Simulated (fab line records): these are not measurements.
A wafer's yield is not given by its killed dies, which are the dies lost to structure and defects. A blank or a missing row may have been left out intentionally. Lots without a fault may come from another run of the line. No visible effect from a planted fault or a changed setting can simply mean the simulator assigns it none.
The tool behind it: which one? + flow gf180mcu + 14 lots, 42 wafers sampled, at 2 steps of a route of 602

WHAT THE GAUGES SHOWED, per wafer
GF_V4_RS_MEAS_24: uses a four-point probe to measure.
| lot  | measured     | on           | V4_W_RS (ohm/sq)  |
|------|--------------|--------------|-------------------|
| L314 | day 24 09:49 | filmMetro-04 | 0.325 0.324 0.324 |
| L315 | day 24 16:31 | filmMetro-01 | 0.326 0.314 0.313 |
| L316 | day 24 22:59 | filmMetro-01 | 0.330 0.338 0.337 |
| L317 | day 25 12:22 | filmMetro-03 | 0.328 0.325 0.327 |
| L318 | day 25 20:01 | filmMetro-03 | 0.321 0.323 0.318 |
| L319 | day 26 04:58 | filmMetro-01 | 0.325 0.317 0.327 |
| L321 | day 26 16:07 | filmMetro-01 | 0.314 0.322 0.318 |
| L328 | day 28 22:10 | filmMetro-04 | 0.334 0.327 0.332 |
| L330 | day 29 11:32 | filmMetro-01 | 0.313 0.321 0.316 |
| L332 | day 30 01:07 | filmMetro-04 | 0.334 0.330 0.329 |
| L334 | day 30 20:45 | filmMetro-01 | 0.329 0.329 0.327 |
| L335 | day 31 00:19 | filmMetro-04 | 0.331 0.335 0.328 |
| L336 | day 31 10:19 | filmMetro-04 | 0.332 0.330 0.329 |
| L337 | day 31 10:48 | filmMetro-03 | 0.332 0.332 0.332 |

EACH LOT AND THE TOOL THAT RAN IT (in order: tool; ch and the chambers of the sampled wafers; start)
| lot  | GF_HV_LDD_DEVELOP_18             |
|------|----------------------------------|
| L314 | lithoTrack-01 ch 0, day 10 20:10 |
| L315 | lithoTrack-02 ch 0, day 11 01:59 |
| L316 | lithoTrack-02 ch 0, day 11 08:41 |
| L317 | lithoTrack-02 ch 0, day 11 20:10 |
| L318 | lithoTrack-01 ch 0, day 12 01:46 |
| L319 | lithoTrack-02 ch 0, day 12 09:35 |
| L321 | lithoTrack-01 ch 0, day 12 21:37 |
| L328 | lithoTrack-04 ch 0, day 15 03:02 |
| L330 | lithoTrack-04 ch 0, day 15 21:03 |
| L332 | lithoTrack-02 ch 0, day 16 10:50 |
| L334 | lithoTrack-04 ch 0, day 17 11:08 |
| L335 | lithoTrack-04 ch 0, day 17 16:30 |
| L336 | lithoTrack-04 ch 0, day 18 01:44 |
| L337 | lithoTrack-02 ch 0, day 18 01:44 |
- GF_HV_LDD_DEVELOP_18: develop time 60 s.

WHAT THE TOOLS THEMSELVES READ (means of the sampled wafers that have a number; where no wafer has one, the mark that the record gives instead)
GF_HV_LDD_DEVELOP_18.
| lot  | tool          | exhaustPa (Pa) |
|------|---------------|----------------|
| L314 | lithoTrack-01 | 45.0           |
| L315 | lithoTrack-02 | 45.5           |
| L316 | lithoTrack-02 | 44.4           |
| L317 | lithoTrack-02 | 45.7           |
| L318 | lithoTrack-01 | 44.2           |
| L319 | lithoTrack-02 | 44.8           |
| L321 | lithoTrack-01 | 44.5           |
| L328 | lithoTrack-04 | 44.0           |
| L330 | lithoTrack-04 | 45.0           |
| L332 | lithoTrack-02 | 44.7           |
| L334 | lithoTrack-04 | 42.7           |
| L335 | lithoTrack-04 | 45.7           |
| L336 | lithoTrack-04 | 46.1           |
| L337 | lithoTrack-02 | 45.7           |

THE ANSWER, worked out from the rows above alone
Rule: what is usual is taken from the lots themselves. Put in order of their means at a reading, lots are off if they are a third of the lots or fewer, leave a main group of 4 or more, and stand apart from it by a gap of 3 or more times the standard deviation of the main group's means; of several such gaps the widest counts. The tables above print the reading to a certain number of digits; a main group whose means all agree to those digits is not used. A lot without any number at a reading at which 4 lots or more have one is off too. The other lots that the step has rows for count as sound. Order of review: gauges by route order, followed by the tools' own readings, for which a lot's mean as printed above is used. At the first step where some lot is off, the reading lying furthest off is the one used; lots without a number count as furthest.
Across all readings shown, no lot is off: no conclusion can be drawn from this.

WHAT WAS PUT IN BY THE SIMULATOR
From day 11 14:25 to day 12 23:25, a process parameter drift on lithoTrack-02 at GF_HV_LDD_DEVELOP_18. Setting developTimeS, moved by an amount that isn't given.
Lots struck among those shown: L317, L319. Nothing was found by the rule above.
